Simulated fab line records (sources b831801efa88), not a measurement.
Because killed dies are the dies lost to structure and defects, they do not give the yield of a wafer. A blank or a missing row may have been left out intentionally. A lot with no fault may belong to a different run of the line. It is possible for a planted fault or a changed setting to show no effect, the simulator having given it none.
Which tool did it? || flow gf180mcu || 72 wafers from 24 lots sampled at 5 of the route's 602 steps

WHAT THE GAUGES SHOWED, per wafer
GF_V2_THK_MEAS_03. Usual: for V2_CVD_02_THK the level is 856 nm and the standard deviation is 12.
{"lot": "L074", "measured": "day 19 04:18", "on": "filmMetro-04", "V2_CVD_02_THK (nm)": "858 853 881", "flag": ""}
{"lot": "L075", "measured": "day 19 16:14", "on": "filmMetro-02", "V2_CVD_02_THK (nm)": "866 874 878", "flag": ""}
{"lot": "L076", "measured": "day 19 23:06", "on": "filmMetro-04", "V2_CVD_02_THK (nm)": "860 872 866", "flag": ""}
{"lot": "L077", "measured": "day 20 10:11", "on": "filmMetro-01", "V2_CVD_02_THK (nm)": "843 864 855", "flag": ""}
{"lot": "L078", "measured": "day 20 17:56", "on": "filmMetro-01", "V2_CVD_02_THK (nm)": "837 845 841", "flag": ""}
{"lot": "L079", "measured": "day 21 04:40", "on": "filmMetro-04", "V2_CVD_02_THK (nm)": "855 857 869", "flag": ""}
{"lot": "L080", "measured": "day 21 14:04", "on": "filmMetro-01", "V2_CVD_02_THK (nm)": "842 849 850", "flag": ""}
{"lot": "L081", "measured": "day 21 23:46", "on": "filmMetro-02", "V2_CVD_02_THK (nm)": "845 849 867", "flag": ""}
{"lot": "L082", "measured": "day 22 11:06", "on": "filmMetro-04", "V2_CVD_02_THK (nm)": "854 852 849", "flag": ""}
{"lot": "L083", "measured": "day 22 11:50", "on": "filmMetro-02", "V2_CVD_02_THK (nm)": "844 858 860", "flag": ""}
{"lot": "L084", "measured": "day 23 02:48", "on": "filmMetro-02", "V2_CVD_02_THK (nm)": "848 872 854", "flag": ""}
{"lot": "L085", "measured": "day 23 09:47", "on": "filmMetro-04", "V2_CVD_02_THK (nm)": "847 832 852", "flag": ""}
{"lot": "L086", "measured": "day 23 17:46", "on": "filmMetro-04", "V2_CVD_02_THK (nm)": "861 881 876", "flag": ""}
{"lot": "L087", "measured": "day 24 03:06", "on": "filmMetro-04", "V2_CVD_02_THK (nm)": "859 835 874", "flag": ""}
{"lot": "L088", "measured": "day 24 11:13", "on": "filmMetro-04", "V2_CVD_02_THK (nm)": "849 837 851", "flag": ""}
{"lot": "L089", "measured": "day 24 19:49", "on": "filmMetro-04", "V2_CVD_02_THK (nm)": "881 880 867", "flag": ""}
{"lot": "L090", "measured": "day 24 21:33", "on": "filmMetro-01", "V2_CVD_02_THK (nm)": "849 840 851", "flag": ""}
{"lot": "L091", "measured": "day 25 08:47", "on": "filmMetro-01", "V2_CVD_02_THK (nm)": "835 846 851", "flag": ""}
{"lot": "L092", "measured": "day 25 14:17", "on": "filmMetro-02", "V2_CVD_02_THK (nm)": "841 857 844", "flag": ""}
{"lot": "L093", "measured": "day 25 19:32", "on": "filmMetro-04", "V2_CVD_02_THK (nm)": "859 851 863", "flag": ""}
{"lot": "L094", "measured": "day 26 01:27", "on": "filmMetro-04", "V2_CVD_02_THK (nm)": "849 843 858", "flag": ""}
{"lot": "L095", "measured": "day 26 09:35", "on": "filmMetro-02", "V2_CVD_02_THK (nm)": "867 866 865", "flag": ""}
{"lot": "L096", "measured": "day 26 19:39", "on": "filmMetro-02", "V2_CVD_02_THK (nm)": "849 856 876", "flag": ""}
{"lot": "L097", "measured": "day 27 05:19", "on": "filmMetro-02", "V2_CVD_02_THK (nm)": "857 848 874", "flag": ""}

GF_M3_OVL_MEAS_15. Usual: for M3_OVL the level is 5 nm and the standard deviation is 6.8.
{"lot": "L074", "measured": "day 21 08:09", "on": "overlay-02", "M3_OVL (nm)": "3 5 9", "flag": ""}
{"lot": "L075", "measured": "day 21 20:02", "on": "overlay-02", "M3_OVL (nm)": "0 -2 10", "flag": ""}
{"lot": "L076", "measured": "day 22 01:18", "on": "overlay-02", "M3_OVL (nm)": "13 11 11", "flag": ""}
{"lot": "L077", "measured": "day 22 13:29", "on": "overlay-01", "M3_OVL (nm)": "-1 -2 -7", "flag": ""}
{"lot": "L078", "measured": "day 22 19:51", "on": "overlay-02", "M3_OVL (nm)": "13 9 6", "flag": ""}
{"lot": "L079", "measured": "day 23 05:17", "on": "overlay-02", "M3_OVL (nm)": "13 12 18", "flag": ""}
{"lot": "L080", "measured": "day 23 14:29", "on": "overlay-02", "M3_OVL (nm)": "7 2 14", "flag": ""}
{"lot": "L081", "measured": "day 24 00:05", "on": "overlay-02", "M3_OVL (nm)": "5 11 12", "flag": ""}
{"lot": "L082", "measured": "day 24 10:02", "on": "overlay-02", "M3_OVL (nm)": "9 13 8", "flag": ""}
{"lot": "L083", "measured": "day 24 10:44", "on": "overlay-01", "M3_OVL (nm)": "4 6 0", "flag": ""}
{"lot": "L084", "measured": "day 24 23:17", "on": "overlay-01", "M3_OVL (nm)": "6 8 13", "flag": ""}
{"lot": "L085", "measured": "day 25 06:20", "on": "overlay-01", "M3_OVL (nm)": "-2 2 -2", "flag": ""}
{"lot": "L086", "measured": "day 25 13:48", "on": "overlay-02", "M3_OVL (nm)": "9 2 6", "flag": ""}
{"lot": "L087", "measured": "day 25 22:23", "on": "overlay-02", "M3_OVL (nm)": "6 2 8", "flag": ""}
{"lot": "L088", "measured": "day 26 07:23", "on": "overlay-01", "M3_OVL (nm)": "4 5 4", "flag": ""}
{"lot": "L089", "measured": "day 26 16:46", "on": "overlay-01", "M3_OVL (nm)": "-4 -4 4", "flag": ""}
{"lot": "L090", "measured": "day 26 17:09", "on": "overlay-01", "M3_OVL (nm)": "-13 -7 -8", "flag": ""}
{"lot": "L091", "measured": "day 27 04:24", "on": "overlay-01", "M3_OVL (nm)": "-2 2 -6", "flag": ""}
{"lot": "L092", "measured": "day 27 10:30", "on": "overlay-01", "M3_OVL (nm)": "6 8 -6", "flag": ""}
{"lot": "L093", "measured": "day 27 15:15", "on": "overlay-01", "M3_OVL (nm)": "9 20 5", "flag": ""}
{"lot": "L094", "measured": "day 27 21:30", "on": "overlay-02", "M3_OVL (nm)": "0 10 7", "flag": ""}
{"lot": "L095", "measured": "day 28 03:38", "on": "overlay-01", "M3_OVL (nm)": "16 2 8", "flag": ""}
{"lot": "L096", "measured": "day 28 14:03", "on": "overlay-02", "M3_OVL (nm)": "10 3 -1", "flag": ""}
{"lot": "L097", "measured": "day 28 21:30", "on": "overlay-02", "M3_OVL (nm)": "2 5 4", "flag": ""}

WHICH TOOL RAN EACH LOT (tool, then ch and the chambers of the sampled wafers, then the start)
{"lot": "L074", "GF_HV_LDD_RTA_52": "rtpAnneal-01 ch 0, day 12 07:34", "GF_M1_SPUTTER_03": "pvdSputter-02, day 16 02:21", "GF_M3_SPUTTER_00": "pvdSputter-02, day 20 07:14"}
{"lot": "L075", "GF_HV_LDD_RTA_52": "rtpAnneal-02 ch 0, day 12 17:53", "GF_M1_SPUTTER_03": "pvdSputter-01, day 16 14:14", "GF_M3_SPUTTER_00": "pvdSputter-02, day 20 18:53"}
{"lot": "L076", "GF_HV_LDD_RTA_52": "rtpAnneal-02 ch 0, day 12 23:32", "GF_M1_SPUTTER_03": "pvdSputter-02, day 16 19:37", "GF_M3_SPUTTER_00": "pvdSputter-04, day 21 01:22"}
{"lot": "L077", "GF_HV_LDD_RTA_52": "rtpAnneal-02 ch 0, day 13 09:32", "GF_M1_SPUTTER_03": "pvdSputter-02, day 17 06:10", "GF_M3_SPUTTER_00": "pvdSputter-04, day 21 14:11"}
{"lot": "L078", "GF_HV_LDD_RTA_52": "rtpAnneal-02 ch 0, day 13 16:13", "GF_M1_SPUTTER_03": "pvdSputter-04, day 17 13:11", "GF_M3_SPUTTER_00": "pvdSputter-01, day 21 20:01"}
{"lot": "L079", "GF_HV_LDD_RTA_52": "rtpAnneal-01 ch 0, day 14 01:11", "GF_M1_SPUTTER_03": "pvdSputter-04, day 17 23:35", "GF_M3_SPUTTER_00": "pvdSputter-01, day 22 06:14"}
{"lot": "L080", "GF_HV_LDD_RTA_52": "rtpAnneal-01 ch 0, day 14 08:48", "GF_M1_SPUTTER_03": "pvdSputter-02, day 18 08:38", "GF_M3_SPUTTER_00": "pvdSputter-04, day 22 15:29"}
{"lot": "L081", "GF_HV_LDD_RTA_52": "rtpAnneal-02 ch 0, day 14 19:17", "GF_M1_SPUTTER_03": "pvdSputter-04, day 18 18:38", "GF_M3_SPUTTER_00": "pvdSputter-01, day 23 01:39"}
{"lot": "L082", "GF_HV_LDD_RTA_52": "rtpAnneal-01 ch 0, day 15 02:19", "GF_M1_SPUTTER_03": "pvdSputter-01, day 19 06:02", "GF_M3_SPUTTER_00": "pvdSputter-01, day 23 12:09"}
{"lot": "L083", "GF_HV_LDD_RTA_52": "rtpAnneal-02 ch 0, day 15 05:56", "GF_M1_SPUTTER_03": "pvdSputter-04, day 19 07:02", "GF_M3_SPUTTER_00": "pvdSputter-02, day 23 12:49"}
{"lot": "L084", "GF_HV_LDD_RTA_52": "rtpAnneal-01 ch 0, day 15 19:43", "GF_M1_SPUTTER_03": "pvdSputter-02, day 20 00:08", "GF_M3_SPUTTER_00": "pvdSputter-02, day 24 03:43"}
{"lot": "L085", "GF_HV_LDD_RTA_52": "rtpAnneal-02 ch 0, day 16 00:17", "GF_M1_SPUTTER_03": "pvdSputter-02, day 20 05:38", "GF_M3_SPUTTER_00": "pvdSputter-04, day 24 09:17"}
{"lot": "L086", "GF_HV_LDD_RTA_52": "rtpAnneal-02 ch 0, day 16 09:29", "GF_M1_SPUTTER_03": "pvdSputter-02, day 20 15:14", "GF_M3_SPUTTER_00": "pvdSputter-01, day 24 16:25"}
{"lot": "L087", "GF_HV_LDD_RTA_52": "rtpAnneal-01 ch 0, day 16 17:38", "GF_M1_SPUTTER_03": "pvdSputter-02, day 21 00:59", "GF_M3_SPUTTER_00": "pvdSputter-04, day 25 00:26"}
{"lot": "L088", "GF_HV_LDD_RTA_52": "rtpAnneal-02 ch 0, day 17 02:14", "GF_M1_SPUTTER_03": "pvdSputter-04, day 21 09:17", "GF_M3_SPUTTER_00": "pvdSputter-02, day 25 09:56"}
{"lot": "L089", "GF_HV_LDD_RTA_52": "rtpAnneal-01 ch 0, day 17 12:12", "GF_M1_SPUTTER_03": "pvdSputter-04, day 21 19:02", "GF_M3_SPUTTER_00": "pvdSputter-02, day 25 19:05"}
{"lot": "L090", "GF_HV_LDD_RTA_52": "rtpAnneal-02 ch 0, day 17 16:38", "GF_M1_SPUTTER_03": "pvdSputter-01, day 22 00:30", "GF_M3_SPUTTER_00": "pvdSputter-04, day 25 20:02"}
{"lot": "L091", "GF_HV_LDD_RTA_52": "rtpAnneal-02 ch 0, day 18 01:11", "GF_M1_SPUTTER_03": "pvdSputter-01, day 22 09:38", "GF_M3_SPUTTER_00": "pvdSputter-04, day 26 07:26"}
{"lot": "L092", "GF_HV_LDD_RTA_52": "rtpAnneal-01 ch 0, day 18 10:12", "GF_M1_SPUTTER_03": "pvdSputter-01, day 22 18:08", "GF_M3_SPUTTER_00": "pvdSputter-04, day 26 13:22"}
{"lot": "L093", "GF_HV_LDD_RTA_52": "rtpAnneal-02 ch 0, day 18 15:41", "GF_M1_SPUTTER_03": "pvdSputter-01, day 22 22:38", "GF_M3_SPUTTER_00": "pvdSputter-02, day 26 18:46"}
{"lot": "L094", "GF_HV_LDD_RTA_52": "rtpAnneal-01 ch 0, day 19 01:18", "GF_M1_SPUTTER_03": "pvdSputter-04, day 23 07:00", "GF_M3_SPUTTER_00": "pvdSputter-04, day 27 01:13"}
{"lot": "L095", "GF_HV_LDD_RTA_52": "rtpAnneal-02 ch 0, day 19 07:44", "GF_M1_SPUTTER_03": "pvdSputter-01, day 23 13:07", "GF_M3_SPUTTER_00": "pvdSputter-01, day 27 07:44"}
{"lot": "L096", "GF_HV_LDD_RTA_52": "rtpAnneal-01 ch 0, day 19 21:15", "GF_M1_SPUTTER_03": "pvdSputter-04, day 24 02:43", "GF_M3_SPUTTER_00": "pvdSputter-04, day 27 17:50"}
{"lot": "L097", "GF_HV_LDD_RTA_52": "rtpAnneal-02 ch 0, day 20 06:20", "GF_M1_SPUTTER_03": "pvdSputter-01, day 24 11:14", "GF_M3_SPUTTER_00": "pvdSputter-01, day 28 02:26"}
- GF_HV_LDD_RTA_52: time 10 s.
- GF_M1_SPUTTER_03: material Ti, target thk 10 nm, time 6.7 s.
- GF_M3_SPUTTER_00: material Ti, target thk 37.5 nm, time 150 s.

AS READ BY THE TOOLS THEMSELVES (means over the sampled wafers that have a number; for cases with no such wafer, the mark the record gives instead)
GF_HV_LDD_RTA_52. Usual: lampPowerPct 33.4 %, standard deviation 0.45; wafer_temp_C_max 1003.9, standard deviation 0.72.
{"lot": "L074", "tool": "rtpAnneal-01", "lampPowerPct (%)": 32.9, "wafer_temp_C_max": 1003.6, "flag": ""}
{"lot": "L075", "tool": "rtpAnneal-02", "lampPowerPct (%)": 33.8, "wafer_temp_C_max": 1003.9, "flag": ""}
{"lot": "L076", "tool": "rtpAnneal-02", "lampPowerPct (%)": 33.9, "wafer_temp_C_max": 1003.5, "flag": ""}
{"lot": "L077", "tool": "rtpAnneal-02", "lampPowerPct (%)": 33.8, "wafer_temp_C_max": 1003.6, "flag": ""}
{"lot": "L078", "tool": "rtpAnneal-02", "lampPowerPct (%)": 33.8, "wafer_temp_C_max": 1003.5, "flag": ""}
{"lot": "L079", "tool": "rtpAnneal-01", "lampPowerPct (%)": 32.9, "wafer_temp_C_max": 1003.8, "flag": ""}
{"lot": "L080", "tool": "rtpAnneal-01", "lampPowerPct (%)": 32.9, "wafer_temp_C_max": 1004.4, "flag": ""}
{"lot": "L081", "tool": "rtpAnneal-02", "lampPowerPct (%)": 33.8, "wafer_temp_C_max": 1003.5, "flag": ""}
{"lot": "L082", "tool": "rtpAnneal-01", "lampPowerPct (%)": 32.9, "wafer_temp_C_max": 1003.7, "flag": ""}
{"lot": "L083", "tool": "rtpAnneal-02", "lampPowerPct (%)": 33.8, "wafer_temp_C_max": 1004.0, "flag": ""}
{"lot": "L084", "tool": "rtpAnneal-01", "lampPowerPct (%)": 32.9, "wafer_temp_C_max": 1003.5, "flag": ""}
{"lot": "L085", "tool": "rtpAnneal-02", "lampPowerPct (%)": 33.8, "wafer_temp_C_max": 1003.3, "flag": ""}
{"lot": "L086", "tool": "rtpAnneal-02", "lampPowerPct (%)": 33.8, "wafer_temp_C_max": 1003.4, "flag": ""}
{"lot": "L087", "tool": "rtpAnneal-01", "lampPowerPct (%)": 32.9, "wafer_temp_C_max": 1003.8, "flag": ""}
{"lot": "L088", "tool": "rtpAnneal-02", "lampPowerPct (%)": 33.8, "wafer_temp_C_max": 1003.5, "flag": ""}
{"lot": "L089", "tool": "rtpAnneal-01", "lampPowerPct (%)": 32.9, "wafer_temp_C_max": 1004.1, "flag": ""}
{"lot": "L090", "tool": "rtpAnneal-02", "lampPowerPct (%)": 33.8, "wafer_temp_C_max": 1004.3, "flag": ""}
{"lot": "L091", "tool": "rtpAnneal-02", "lampPowerPct (%)": 33.8, "wafer_temp_C_max": 1004.9, "flag": ""}
{"lot": "L092", "tool": "rtpAnneal-01", "lampPowerPct (%)": 32.9, "wafer_temp_C_max": 1003.8, "flag": ""}
{"lot": "L093", "tool": "rtpAnneal-02", "lampPowerPct (%)": 33.8, "wafer_temp_C_max": 1004.3, "flag": ""}
{"lot": "L094", "tool": "rtpAnneal-01", "lampPowerPct (%)": 32.9, "wafer_temp_C_max": 1004.1, "flag": ""}
{"lot": "L095", "tool": "rtpAnneal-02", "lampPowerPct (%)": 33.8, "wafer_temp_C_max": 1003.9, "flag": ""}
{"lot": "L096", "tool": "rtpAnneal-01", "lampPowerPct (%)": 32.9, "wafer_temp_C_max": 1003.5, "flag": ""}
{"lot": "L097", "tool": "rtpAnneal-02", "lampPowerPct (%)": 33.8, "wafer_temp_C_max": 1004.0, "flag": ""}

GF_M1_SPUTTER_03. Usual: throttleValvePct 30.1 %, standard deviation 1.4.
{"lot": "L074", "tool": "pvdSputter-02", "throttleValvePct (%)": 31.0, "flag": ""}
{"lot": "L075", "tool": "pvdSputter-01", "throttleValvePct (%)": 29.7, "flag": ""}
{"lot": "L076", "tool": "pvdSputter-02", "throttleValvePct (%)": 31.0, "flag": ""}
{"lot": "L077", "tool": "pvdSputter-02", "throttleValvePct (%)": 30.9, "flag": ""}
{"lot": "L078", "tool": "pvdSputter-04", "throttleValvePct (%)": 31.0, "flag": ""}
{"lot": "L079", "tool": "pvdSputter-04", "throttleValvePct (%)": 31.3, "flag": ""}
{"lot": "L080", "tool": "pvdSputter-02", "throttleValvePct (%)": 29.7, "flag": ""}
{"lot": "L081", "tool": "pvdSputter-04", "throttleValvePct (%)": 30.6, "flag": ""}
{"lot": "L082", "tool": "pvdSputter-01", "throttleValvePct (%)": 28.6, "flag": ""}
{"lot": "L083", "tool": "pvdSputter-04", "throttleValvePct (%)": 31.0, "flag": ""}
{"lot": "L084", "tool": "pvdSputter-02", "throttleValvePct (%)": 28.3, "flag": ""}
{"lot": "L085", "tool": "pvdSputter-02", "throttleValvePct (%)": 31.0, "flag": ""}
{"lot": "L086", "tool": "pvdSputter-02", "throttleValvePct (%)": 28.5, "flag": ""}
{"lot": "L087", "tool": "pvdSputter-02", "throttleValvePct (%)": 31.1, "flag": ""}
{"lot": "L088", "tool": "pvdSputter-04", "throttleValvePct (%)": 30.8, "flag": ""}
{"lot": "L089", "tool": "pvdSputter-04", "throttleValvePct (%)": 31.4, "flag": ""}
{"lot": "L090", "tool": "pvdSputter-01", "throttleValvePct (%)": 29.0, "flag": ""}
{"lot": "L091", "tool": "pvdSputter-01", "throttleValvePct (%)": 28.7, "flag": ""}
{"lot": "L092", "tool": "pvdSputter-01", "throttleValvePct (%)": 29.9, "flag": ""}
{"lot": "L093", "tool": "pvdSputter-01", "throttleValvePct (%)": 28.7, "flag": ""}
{"lot": "L094", "tool": "pvdSputter-04", "throttleValvePct (%)": 30.5, "flag": ""}
{"lot": "L095", "tool": "pvdSputter-01", "throttleValvePct (%)": 29.4, "flag": ""}
{"lot": "L096", "tool": "pvdSputter-04", "throttleValvePct (%)": 31.3, "flag": ""}
{"lot": "L097", "tool": "pvdSputter-01", "throttleValvePct (%)": 28.9, "flag": ""}

GF_M3_SPUTTER_00. Usual: throttleValvePct 30.1 %, standard deviation 1.4.
{"lot": "L074", "tool": "pvdSputter-02", "throttleValvePct (%)": 29.6, "flag": ""}
{"lot": "L075", "tool": "pvdSputter-02", "throttleValvePct (%)": 30.8, "flag": ""}
{"lot": "L076", "tool": "pvdSputter-04", "throttleValvePct (%)": 31.7, "flag": ""}
{"lot": "L077", "tool": "pvdSputter-04", "throttleValvePct (%)": 30.4, "flag": ""}
{"lot": "L078", "tool": "pvdSputter-01", "throttleValvePct (%)": 29.5, "flag": ""}
{"lot": "L079", "tool": "pvdSputter-01", "throttleValvePct (%)": 28.7, "flag": ""}
{"lot": "L080", "tool": "pvdSputter-04", "throttleValvePct (%)": 31.1, "flag": ""}
{"lot": "L081", "tool": "pvdSputter-01", "throttleValvePct (%)": 28.7, "flag": ""}
{"lot": "L082", "tool": "pvdSputter-01", "throttleValvePct (%)": 29.6, "flag": ""}
{"lot": "L083", "tool": "pvdSputter-02", "throttleValvePct (%)": 31.0, "flag": ""}
{"lot": "L084", "tool": "pvdSputter-02", "throttleValvePct (%)": 29.8, "flag": ""}
{"lot": "L085", "tool": "pvdSputter-04", "throttleValvePct (%)": 30.6, "flag": ""}
{"lot": "L086", "tool": "pvdSputter-01", "throttleValvePct (%)": 29.3, "flag": ""}
{"lot": "L087", "tool": "pvdSputter-04", "throttleValvePct (%)": 30.5, "flag": ""}
{"lot": "L088", "tool": "pvdSputter-02", "throttleValvePct (%)": 28.3, "flag": ""}
{"lot": "L089", "tool": "pvdSputter-02", "throttleValvePct (%)": 29.5, "flag": ""}
{"lot": "L090", "tool": "pvdSputter-04", "throttleValvePct (%)": 31.1, "flag": ""}
{"lot": "L091", "tool": "pvdSputter-04", "throttleValvePct (%)": 31.0, "flag": ""}
{"lot": "L092", "tool": "pvdSputter-04", "throttleValvePct (%)": 30.5, "flag": ""}
{"lot": "L093", "tool": "pvdSputter-02", "throttleValvePct (%)": 29.7, "flag": ""}
{"lot": "L094", "tool": "pvdSputter-04", "throttleValvePct (%)": 30.6, "flag": ""}
{"lot": "L095", "tool": "pvdSputter-01", "throttleValvePct (%)": 28.6, "flag": ""}
{"lot": "L096", "tool": "pvdSputter-04", "throttleValvePct (%)": 29.8, "flag": ""}
{"lot": "L097", "tool": "pvdSputter-01", "throttleValvePct (%)": 29.3, "flag": ""}

THE ANSWER, worked out from the rows above alone
Rule: take the mean of a lot's wafers that have a number; if it is more than 3 standard deviations from the usual mean, the lot is off. A lot without any number at a reading at which 4 lots or more have one is off too. Any other lot the step has rows for is counted as sound. After the gauges, taken in route order, come the tools' own readings; for these a lot's mean is taken, as printed above. At the first step where some lot is off, the reading lying furthest off is the one used; lots without a number count as furthest.
Across all readings shown, no lot is off: no conclusion can be drawn from this.

WHAT THE SIMULATOR HAD PUT IN
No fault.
